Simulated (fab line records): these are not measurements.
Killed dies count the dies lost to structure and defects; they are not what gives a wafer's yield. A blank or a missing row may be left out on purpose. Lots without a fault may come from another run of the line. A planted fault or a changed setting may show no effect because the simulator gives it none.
Which tool was responsible? || flow gf180mcu || 6 lots with 18 wafers sampled at 2 steps, on a route of 602 steps

== WHAT THE GAUGES READ, wafer by wafer ==
GF_M3_CD_MEAS_14: the cd target is 280 nm.
{"lot": "L743", "measured": "day 22 14:34", "on": "cd_sem-01", "cd_nm (nm)": "279.9 280.5 280.8"}
{"lot": "L745", "measured": "day 23 11:31", "on": "cd_sem-02", "cd_nm (nm)": "277.2 276.7 277.1"}
{"lot": "L747", "measured": "day 24 05:07", "on": "cd_sem-01", "cd_nm (nm)": "280.0 280.4 280.6"}
{"lot": "L749", "measured": "day 24 19:34", "on": "cd_sem-01", "cd_nm (nm)": "279.5 279.0 278.5"}
{"lot": "L755", "measured": "day 26 17:55", "on": "cd_sem-01", "cd_nm (nm)": "279.4 279.5 279.2"}
{"lot": "L763", "measured": "day 29 06:29", "on": "cd_sem-01", "cd_nm (nm)": "277.8 278.4 278.8"}

== WHAT TOOL EACH LOT RAN ON (gives the tool, then ch and the chambers of the sampled wafers, and finally the start) ==
{"lot": "L743", "GF_M2_METAL_ETCH_16": "rie_metal-01 ch 0,1, day 20 12:10"}
{"lot": "L745", "GF_M2_METAL_ETCH_16": "rie_metal-03 ch 0,1, day 21 10:40"}
{"lot": "L747", "GF_M2_METAL_ETCH_16": "rie_metal-01 ch 1, day 22 03:25"}
{"lot": "L749", "GF_M2_METAL_ETCH_16": "rie_metal-03 ch 0,1, day 22 19:55"}
{"lot": "L755", "GF_M2_METAL_ETCH_16": "rie_metal-01 ch 0,1, day 24 20:13"}
{"lot": "L763", "GF_M2_METAL_ETCH_16": "rie_metal-03 ch 0,1, day 27 11:53"}
- GF_M2_METAL_ETCH_16: etches the open film in Cl2/BCl3, stops on SiO2, target depth 750.8 nm, time 125.1 s.

== THE ANSWER, worked out from the rows above alone ==
Rule: the usual values come from the lots themselves. The widest of any qualifying gaps counts: lots, ordered by their means at a reading, are off when they make up no more than a third of the lots, leave a main group of 4 or more, and stand apart from it by 3 or more times the standard deviation of that group's means. A main group is skipped when, at the precision printed for the reading in the tables above, its means are all equal. A lot without any number at a reading at which 4 lots or more have one is off too. Any other lot the step has rows for is counted as sound.
None of the lots is off at any reading shown; this tells nothing.

== WHAT THE SIMULATOR HAD PUT IN ==
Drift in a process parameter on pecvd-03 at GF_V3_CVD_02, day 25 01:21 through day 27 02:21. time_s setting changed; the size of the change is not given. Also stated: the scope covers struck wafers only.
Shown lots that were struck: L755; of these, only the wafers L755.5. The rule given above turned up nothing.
